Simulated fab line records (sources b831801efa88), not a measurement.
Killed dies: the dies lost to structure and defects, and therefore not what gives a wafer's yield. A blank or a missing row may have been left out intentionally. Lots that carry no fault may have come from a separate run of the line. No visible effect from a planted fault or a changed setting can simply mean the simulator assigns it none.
8D (eight disciplines) problem report, filled in by code	flow sky130	the parts of the form that need people (team, actions taken, sign-off) are left out

== 1. THE PROBLEM ==
Across 3 wafers from 2 lots, LI_CONTACT_W_RS at SKY_LI_CONTACT_RS_MEAS_22 averages 0.4027 ohm/sq, while fault-free wafers read 0.2843 ohm/sq with a standard deviation of 0.0029. Measured from the usual mean, that is +41 standard deviations.
The step: measures by four-point-probe.
First seen on wafer L280.4, day 36 11:16, on filmMetro-01. The record has a number at this step for 30 wafers belonging to 10 lots. Rule for "out" (also "out of limits"): further than 4 standard deviations from the usual mean. All remaining wafers that have a number are taken as sound.

== 2. WHAT IT IS, WHAT IT ISN'T ==
question	is	is not
which readings at this step	LI_CONTACT_W_RS	-
which lots	L280, L282	L260, L261, L263, L265, L267, L271, L274, L283
which wafers of those lots	L280.4, L282.1, L282.4	L280.3, L280.5, L282.3
read on which gauges	filmMetro-01, filmMetro-04	filmMetro-02
when	from day 36 11:16	up to then (23 sound wafers); but 4 sound wafers of L282, L283 came after

== 3. SUSPECTS, AND WHAT RULES EACH OUT ==
Counting: if a tool at a process step up to the reading ran every lot that is out, it stays a suspect. Sound lots after the first of them don't rule it out here, since some wafers of a struck lot are sound.
- ruled out: the gauge at SKY_LI_CONTACT_RS_MEAS_22. 2 gauges (filmMetro-01, filmMetro-04) read the wafers that are out.
- cvdW-02 at SKY_LI_CONTACT_CVD_21 (deposits W, target thk 400 nm, time 120.56 s): kept. Ran every lot that is out, first one L280 (day 36 11:09); last sound lot up to then L274 (day 34 16:43).
The count leaves cvdW-02 at SKY_LI_CONTACT_CVD_21.

== 4. THE CAUSE (what the simulator had put in) ==
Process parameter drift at SKY_LI_CONTACT_CVD_21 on cvdW-02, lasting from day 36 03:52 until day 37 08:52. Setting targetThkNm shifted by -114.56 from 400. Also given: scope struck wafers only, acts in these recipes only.
The count eliminated every tool but this one.

== 5. SEQUENCE OF EFFECTS, ordered by route ==
Each row: a reading where the mean over the struck wafers with a number is more than 3 standard deviations away from the usual. Only readings whose record carries a usual standard deviation are examined. hours: median over the lots of the time between each lot's start at the first step of this table that gives one and its start at this step. sigmas: the change, counted in usual standard deviations.
hours	step	reading	usual	on struck wafers	change	sigmas
0	SKY_LI_CONTACT_RS_MEAS_22	LI_CONTACT_W_RS	0.2843 ohm/sq	0.4027	+0.1184	+41
0	SKY_LI_CONTACT_THK_MEAS_23	LI_CONTACT_W_THK	390 nm	278	-112	-21
0	SKY_LI_CONTACT_CMP_24	timeToEndpointS	97 s	71	-26	-7.1
Process steps it contains:
- SKY_LI_CONTACT_CMP_24: polishes, stops on PSG, t overpolish 20 s, target thk 0 nm.

== 6. HOW IT WOULD HAVE BEEN CAUGHT EARLIER ==
The first out-of-limits reading at a measuring or inspecting step in this record came at day 36 11:16, 7 hours after the fault's start at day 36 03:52.
An alarm limit of 4 standard deviations would not have fired on the tool readings at SKY_LI_CONTACT_CVD_21 for which the record gives a usual standard deviation, since none of them was out on any struck wafer.
L282, from the lots that are out (2), started SKY_LI_CONTACT_CVD_21 on cvdW-02 later than day 36 11:16. Had the tool been put on hold then, it would have been spared.
